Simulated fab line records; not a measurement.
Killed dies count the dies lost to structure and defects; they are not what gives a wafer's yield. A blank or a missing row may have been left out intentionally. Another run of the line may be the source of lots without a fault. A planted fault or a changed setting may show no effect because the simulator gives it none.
The tool behind it: which one? || flow sky130 || 15 lots, 45 wafers sampled, at 4 steps of a route of 708

WHAT THE GAUGES SHOWED, per wafer
SKY_VIA3_THK_MEAS_01.
{"lot": "L639", "measured": "day 38 10:52", "on": "film_metro-01", "VIA3_HDPCVD_THK (nm)": "1651 1629 1655"}
{"lot": "L640", "measured": "day 38 22:52", "on": "film_metro-02", "VIA3_HDPCVD_THK (nm)": "1629 1622 1653"}
{"lot": "L641", "measured": "day 39 16:07", "on": "film_metro-01", "VIA3_HDPCVD_THK (nm)": "1634 1614 1632"}
{"lot": "L645", "measured": "day 40 14:35", "on": "film_metro-01", "VIA3_HDPCVD_THK (nm)": "1611 1625 1630"}
{"lot": "L646", "measured": "day 40 20:03", "on": "film_metro-02", "VIA3_HDPCVD_THK (nm)": "1640 1617 1622"}
{"lot": "L648", "measured": "day 41 08:22", "on": "film_metro-04", "VIA3_HDPCVD_THK (nm)": "1653 1644 1647"}
{"lot": "L649", "measured": "day 42 02:44", "on": "film_metro-02", "VIA3_HDPCVD_THK (nm)": "1608 1640 1618"}
{"lot": "L650", "measured": "day 42 08:18", "on": "film_metro-01", "VIA3_HDPCVD_THK (nm)": "1626 1629 1628"}
{"lot": "L651", "measured": "day 42 10:20", "on": "film_metro-04", "VIA3_HDPCVD_THK (nm)": "1612 1612 1623"}
{"lot": "L652", "measured": "day 42 13:19", "on": "film_metro-01", "VIA3_HDPCVD_THK (nm)": "1620 1644 1643"}
{"lot": "L657", "measured": "day 44 11:25", "on": "film_metro-01", "VIA3_HDPCVD_THK (nm)": "1616 1615 1642"}
{"lot": "L658", "measured": "day 44 12:18", "on": "film_metro-01", "VIA3_HDPCVD_THK (nm)": "1637 1635 1645"}
{"lot": "L659", "measured": "day 44 12:51", "on": "film_metro-01", "VIA3_HDPCVD_THK (nm)": "1634 1662 1640"}
{"lot": "L660", "measured": "day 44 18:43", "on": "film_metro-02", "VIA3_HDPCVD_THK (nm)": "1641 1616 1636"}
{"lot": "L661", "measured": "day 44 21:54", "on": "film_metro-02", "VIA3_HDPCVD_THK (nm)": "1638 1642 1626"}

SKY_VIA4_RS_MEAS_19: measurement is done with a four-point probe.
{"lot": "L639", "measured": "day 42 16:20", "on": "film_metro-01", "VIA4_W_RS (ohm/sq)": "0.225 0.224 0.225"}
{"lot": "L640", "measured": "day 43 03:39", "on": "film_metro-03", "VIA4_W_RS (ohm/sq)": "0.232 0.229 0.232"}
{"lot": "L641", "measured": "day 43 18:31", "on": "film_metro-01", "VIA4_W_RS (ohm/sq)": "0.229 0.225 0.228"}
{"lot": "L645", "measured": "day 44 14:46", "on": "film_metro-04", "VIA4_W_RS (ohm/sq)": "0.229 0.231 0.225"}
{"lot": "L646", "measured": "day 44 22:20", "on": "film_metro-03", "VIA4_W_RS (ohm/sq)": "0.228 0.234 0.227"}
{"lot": "L648", "measured": "day 45 09:31", "on": "film_metro-03", "VIA4_W_RS (ohm/sq)": "0.227 0.232 0.230"}
{"lot": "L652", "measured": "day 46 10:01", "on": "film_metro-04", "VIA4_W_RS (ohm/sq)": "0.223 0.230 0.224"}
{"lot": "L657", "measured": "day 48 03:27", "on": "film_metro-03", "VIA4_W_RS (ohm/sq)": "0.225 0.225 0.226"}
{"lot": "L658", "measured": "day 48 04:20", "on": "film_metro-01", "VIA4_W_RS (ohm/sq)": "0.227 0.231 0.232"}
{"lot": "L659", "measured": "day 48 05:00", "on": "film_metro-01", "VIA4_W_RS (ohm/sq)": "0.231 0.223 0.221"}
{"lot": "L660", "measured": "day 48 10:25", "on": "film_metro-03", "VIA4_W_RS (ohm/sq)": "0.225 0.226 0.226"}
{"lot": "L661", "measured": "day 48 12:11", "on": "film_metro-01", "VIA4_W_RS (ohm/sq)": "0.225 0.228 0.226"}

EACH LOT AND THE TOOL THAT RAN IT (in order: tool; ch and the chambers of the sampled wafers; start)
{"lot": "L639", "SKY_METAL4_ETCH_17": "rie_diel-02 ch 0,1,3, day 41 14:30", "SKY_VIA4_SPUTTER_17": "pvd_sputter-01, day 42 16:06"}
{"lot": "L640", "SKY_METAL4_ETCH_17": "rie_diel-03 ch 1,2, day 42 02:07", "SKY_VIA4_SPUTTER_17": "pvd_sputter-01, day 43 03:26"}
{"lot": "L641", "SKY_METAL4_ETCH_17": "rie_diel-01 ch 0,1, day 42 16:55", "SKY_VIA4_SPUTTER_17": "pvd_sputter-01, day 43 18:16"}
{"lot": "L645", "SKY_METAL4_ETCH_17": "rie_diel-03 ch 1,2,3, day 43 14:55", "SKY_VIA4_SPUTTER_17": "pvd_sputter-02, day 44 14:32"}
{"lot": "L646", "SKY_METAL4_ETCH_17": "rie_diel-02 ch 0,2, day 43 22:07", "SKY_VIA4_SPUTTER_17": "pvd_sputter-04, day 44 22:07"}
{"lot": "L648", "SKY_METAL4_ETCH_17": "rie_diel-01 ch 0,1,2, day 44 08:34", "SKY_VIA4_SPUTTER_17": "pvd_sputter-02, day 45 09:17"}
{"lot": "L649", "SKY_METAL4_ETCH_17": "rie_diel-03 ch 1,2,3, day 45 01:37", "SKY_VIA4_SPUTTER_17": "-"}
{"lot": "L650", "SKY_METAL4_ETCH_17": "rie_diel-03 ch 0,2, day 45 05:21", "SKY_VIA4_SPUTTER_17": "-"}
{"lot": "L651", "SKY_METAL4_ETCH_17": "rie_diel-02 ch 0,3, day 45 08:34", "SKY_VIA4_SPUTTER_17": "-"}
{"lot": "L652", "SKY_METAL4_ETCH_17": "rie_diel-01 ch 0,2,3, day 45 11:07", "SKY_VIA4_SPUTTER_17": "pvd_sputter-02, day 46 09:47"}
{"lot": "L657", "SKY_METAL4_ETCH_17": "rie_diel-02 ch 0,3, day 47 06:27", "SKY_VIA4_SPUTTER_17": "pvd_sputter-04, day 48 03:13"}
{"lot": "L658", "SKY_METAL4_ETCH_17": "rie_diel-03 ch 0,1, day 47 07:09", "SKY_VIA4_SPUTTER_17": "pvd_sputter-02, day 48 04:07"}
{"lot": "L659", "SKY_METAL4_ETCH_17": "rie_diel-02 ch 1,2, day 47 07:30", "SKY_VIA4_SPUTTER_17": "pvd_sputter-01, day 48 04:45"}
{"lot": "L660", "SKY_METAL4_ETCH_17": "rie_diel-02 ch 0,1,3, day 47 12:58", "SKY_VIA4_SPUTTER_17": "pvd_sputter-01, day 48 10:11"}
{"lot": "L661", "SKY_METAL4_ETCH_17": "rie_diel-03 ch 0,1,2, day 47 14:48", "SKY_VIA4_SPUTTER_17": "pvd_sputter-02, day 48 11:57"}
- SKY_METAL4_ETCH_17: etches SiO2 in C4F8/O2/Ar, stops on TiN, time 3.9 s, target depth 15 nm.
- SKY_VIA4_SPUTTER_17: material TiN, target thk 20 nm, time 80 s.

WHAT THE TOOLS THEMSELVES READ (means of the sampled wafers that have a number; where no wafer has one, the mark that the record gives instead)
SKY_METAL4_ETCH_17.
{"lot": "L639", "tool": "rie_diel-02", "bias_w (W)": 1197, "chamber_pressure_mTorr (mTorr)": 40.01, "oes_product_au (a.u.)": 0.756}
{"lot": "L640", "tool": "rie_diel-03", "bias_w (W)": 1204, "chamber_pressure_mTorr (mTorr)": 40.02, "oes_product_au (a.u.)": 0.760}
{"lot": "L641", "tool": "rie_diel-01", "bias_w (W)": 1201, "chamber_pressure_mTorr (mTorr)": 39.98, "oes_product_au (a.u.)": 0.760}
{"lot": "L645", "tool": "rie_diel-03", "bias_w (W)": 1203, "chamber_pressure_mTorr (mTorr)": 40.05, "oes_product_au (a.u.)": 0.762}
{"lot": "L646", "tool": "rie_diel-02", "bias_w (W)": 1199, "chamber_pressure_mTorr (mTorr)": 39.99, "oes_product_au (a.u.)": 0.756}
{"lot": "L648", "tool": "rie_diel-01", "bias_w (W)": 1198, "chamber_pressure_mTorr (mTorr)": 40.02, "oes_product_au (a.u.)": 0.752}
{"lot": "L649", "tool": "rie_diel-03", "bias_w (W)": "-", "chamber_pressure_mTorr (mTorr)": "-", "oes_product_au (a.u.)": "-"}
{"lot": "L650", "tool": "rie_diel-03", "bias_w (W)": "-", "chamber_pressure_mTorr (mTorr)": "-", "oes_product_au (a.u.)": "-"}
{"lot": "L651", "tool": "rie_diel-02", "bias_w (W)": "-", "chamber_pressure_mTorr (mTorr)": "-", "oes_product_au (a.u.)": "-"}
{"lot": "L652", "tool": "rie_diel-01", "bias_w (W)": 1195, "chamber_pressure_mTorr (mTorr)": 40.04, "oes_product_au (a.u.)": 0.759}
{"lot": "L657", "tool": "rie_diel-02", "bias_w (W)": 1200, "chamber_pressure_mTorr (mTorr)": 39.97, "oes_product_au (a.u.)": 0.761}
{"lot": "L658", "tool": "rie_diel-03", "bias_w (W)": 1198, "chamber_pressure_mTorr (mTorr)": 40.00, "oes_product_au (a.u.)": 0.758}
{"lot": "L659", "tool": "rie_diel-02", "bias_w (W)": 1195, "chamber_pressure_mTorr (mTorr)": 39.99, "oes_product_au (a.u.)": 0.757}
{"lot": "L660", "tool": "rie_diel-02", "bias_w (W)": 1200, "chamber_pressure_mTorr (mTorr)": 40.02, "oes_product_au (a.u.)": 0.755}
{"lot": "L661", "tool": "rie_diel-03", "bias_w (W)": 1196, "chamber_pressure_mTorr (mTorr)": 39.98, "oes_product_au (a.u.)": 0.761}

SKY_VIA4_SPUTTER_17.
{"lot": "L639", "tool": "pvd_sputter-01", "throttle_valve_pct (%)": 29.6}
{"lot": "L640", "tool": "pvd_sputter-01", "throttle_valve_pct (%)": 29.9}
{"lot": "L641", "tool": "pvd_sputter-01", "throttle_valve_pct (%)": 30.0}
{"lot": "L645", "tool": "pvd_sputter-02", "throttle_valve_pct (%)": 28.9}
{"lot": "L646", "tool": "pvd_sputter-04", "throttle_valve_pct (%)": 31.3}
{"lot": "L648", "tool": "pvd_sputter-02", "throttle_valve_pct (%)": 28.7}
{"lot": "L652", "tool": "pvd_sputter-02", "throttle_valve_pct (%)": 29.4}
{"lot": "L657", "tool": "pvd_sputter-04", "throttle_valve_pct (%)": 31.6}
{"lot": "L658", "tool": "pvd_sputter-02", "throttle_valve_pct (%)": 28.6}
{"lot": "L659", "tool": "pvd_sputter-01", "throttle_valve_pct (%)": 29.3}
{"lot": "L660", "tool": "pvd_sputter-01", "throttle_valve_pct (%)": 30.0}
{"lot": "L661", "tool": "pvd_sputter-02", "throttle_valve_pct (%)": 29.3}

THE ANSWER, worked out from the rows above alone
Rule: usual is defined by the lots themselves. Put in order of their means at a reading, lots are off if they are a third of the lots or fewer, leave a main group of 4 or more, and stand apart from it by a gap of 3 or more times the standard deviation of the main group's means; of several such gaps the widest counts. A main group is skipped when, at the precision printed for the reading in the tables above, its means are all equal. Also off: a lot with no number at a reading for which 4 or more lots have one. The other lots that the step has rows for count as sound. After the gauges, taken in route order, come the tools' own readings; for these a lot's mean is taken, as printed above. The first step at which some lot is off is used, and at that step the reading that is off furthest; a lot without a number counts as furthest.
Off at SKY_METAL4_ETCH_17 (bias_w): L649, L650, L651. Without a number there: L649, L650, L651. For the main group the mean is 1199 W and the standard deviation 2.8.
A tool fits if, at that step or a process step before it, it ran every lot that is off, and no sound lot after the first of them. Of those tried, none fits.

WHAT HAD BEEN PUT IN BY THE SIMULATOR
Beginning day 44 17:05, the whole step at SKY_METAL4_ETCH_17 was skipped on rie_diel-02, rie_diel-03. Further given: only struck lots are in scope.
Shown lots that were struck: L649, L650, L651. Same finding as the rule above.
